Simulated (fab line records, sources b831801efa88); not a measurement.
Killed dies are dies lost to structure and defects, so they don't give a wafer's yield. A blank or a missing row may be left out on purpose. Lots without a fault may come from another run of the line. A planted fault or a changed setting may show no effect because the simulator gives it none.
A struck lot beside a sound one | flow sky130 | 17 steps out of a route of 708
Sound: wafers L301.2, L301.4, L301.6. Struck: wafers L304.1, L304.5, L304.6. The cause comes at the end.
At each step with rows: each side's tool, then ch and its chambers, then its first start. Under that, the readings that differ: sound wafers | struck wafers | difference of the means | sigmas: that difference in standard deviations of wafers without a fault.
alike: readings whose means differ by less than 2 such deviations, and words and numbers that are the same on both sides. not compared: withheld readings, readings that some wafer has no value for, bounds like >300 that may hide the same value, and numbers for which the record gives no deviation and whose values overlap.
The two part at a step that has a row with sigmas, a row that says differs or no value, or rows on one side only. Numbers that don't overlap but have no deviation are shown without sigmas and don't part them. A reading that every wafer of one side lacks parts them only if that side has two wafers or more.

SKY_VT_ADJUST_HVTR_OVL_MEAS_08:
  sound on overlay-01, day 10 17:53; struck on overlay-01, day 12 07:06
  alike: VT_ADJUST_HVTR_OVL
then, 1 step without rows for these wafers: SKY_VT_ADJUST_HVTR_IMPLANT_09.
SKY_VT_ADJUST_HVTR_STRIP_10: strips in O2/N2.
  sound on plasma_asher-01 ch 0,1, day 10 18:04; struck on plasma_asher-04 ch 0,1, day 12 07:17
  alike: drypump_motor_current_A, n2_flow_sccm, oes_product_au, strip_time_to_endpoint_s
  not compared: rf_hours_counter_h
SKY_VT_ADJUST_HVTR_TW_MEAS_11:
  sound on film_metro-03, day 10 18:10; struck on film_metro-04, day 12 07:23
  alike: VT_ADJUST_HVTR_TW
then, 7 steps without rows for these wafers: SKY_VT_ADJUST_PCH_DEHYDRATE_00 (time 60 s); SKY_VT_ADJUST_PCH_HMDS_01 (prime time 60 s); SKY_VT_ADJUST_PCH_COAT_02 (resist thk 3000 nm); SKY_VT_ADJUST_PCH_SOFTBAKE_03; SKY_VT_ADJUST_PCH_EXPOSE_04 (exposes mask NWM, target cd 840 nm); SKY_VT_ADJUST_PCH_PEB_05; SKY_VT_ADJUST_PCH_DEVELOP_06 (develop time 60 s).
SKY_VT_ADJUST_PCH_OVL_MEAS_07:
  sound on overlay-01, day 11 17:17; struck on overlay-01, day 13 08:26
  alike: VT_ADJUST_PCH_OVL
SKY_VT_ADJUST_PCH_IMPLANT_08:
  sound on implanter-01 ch 0, day 11 17:20; struck on implanter-04 ch 0, day 13 08:28
  reading                   | sound             | struck            | difference | sigmas
  implant_ion_amu           | 11 11 11          | 49 49 49          | +38        |
  model.implant.rp_nm (nm)  | 32.09 32.09 32.09 | 10.18 10.18 10.18 | -21.91     |
  model.implant.drp_nm (nm) | 17.11 17.11 17.11 | 6.005 6.005 6.005 | -11.105    |
  alike: end_station_pressure_torr
SKY_VT_ADJUST_PCH_STRIP_09: strips in O2/N2.
  sound on plasma_asher-01 ch 0,1, day 11 17:28; struck on plasma_asher-03 ch 0,1, day 13 08:37
  alike: drypump_motor_current_A, n2_flow_sccm, oes_product_au, strip_time_to_endpoint_s
  not compared: rf_hours_counter_h
SKY_VT_ADJUST_PCH_TW_MEAS_10:
  sound on film_metro-03, day 11 17:35; struck on film_metro-02, day 13 08:43
  reading          | sound             | struck            | difference | sigmas
  VT_ADJUST_PCH_TW | 140.4 140.2 140.5 | 201.5 202.1 201.6 | +61.4      | +44
then, 1 step without rows for these wafers: SKY_SONOS_TUNNEL_DEHYDRATE_00 (time 60 s).
-- the record jumps here: 35 days lie between the struck wafers' starts before and after (it left off in module SONOS_TUNNEL and takes up again in module PAD_OPEN, whose first step shown is number 708 of the route) --
SKY_PAD_OPEN_PROBE_99:
  sound on prober-02, day 46 23:00; struck on prober-01, day 47 21:02
  reading                                   | sound                         | struck                        | difference | sigmas
  model.etest.nfet_16v.r_on_ohm_um          | 1.419e+04 1.417e+04 1.428e+04 | 1.376e+04 1.362e+04 1.369e+04 | -5.233e+02 |
  model.etest.pfet_g5v0d10v5.r_on_ohm_um    | 4734 4803 4846                | 5017 4961 4994                | +196       |
  model.etest.pfet_g5v0d10v5.drive_ua_um    | 337.3 332.7 334               | 317.4 319.1 320               | -15.8      |
  model.etest.pfet_01v8_lvt.drive_ua_um     | 175.6 175 174.5               | 157.6 161.7 160               | -15.3      |
  model.etest.pfet_01v8_mvt.drive_ua_um     | 155.1 154.1 152.2             | 143.5 146.6 145.9             | -8.5       |
  model.etest.pfet_01v8_lvt.off_log10_a_um  | -8.946 -9.255 -8.992          | -10.22 -10.27 -10.42          | -1.24      |
  model.etest.pfet_g5v0d10v5.off_log10_a_um | -12.76 -13.07 -12.76          | -13.62 -13.51 -13.57          | -0.70      |
  model.etest.pfet_01v8_mvt.off_log10_a_um  | -10.69 -10.68 -10.87          | -11.02 -10.99 -11.02          | -0.26      |
  alike: killed_at_M0_to_M3, killed_at_M4_up, killed_at_contacts, killed_at_front_end, killed_at_other, killed_dies, killed_on_rim, killed_open, killed_short

WHERE THEY PART
Only at SKY_VT_ADJUST_PCH_TW_MEAS_10, within this record. Later steps at which nothing parts them and some readings are alike: SKY_PAD_OPEN_PROBE_99.

WHY: what the simulator had put in
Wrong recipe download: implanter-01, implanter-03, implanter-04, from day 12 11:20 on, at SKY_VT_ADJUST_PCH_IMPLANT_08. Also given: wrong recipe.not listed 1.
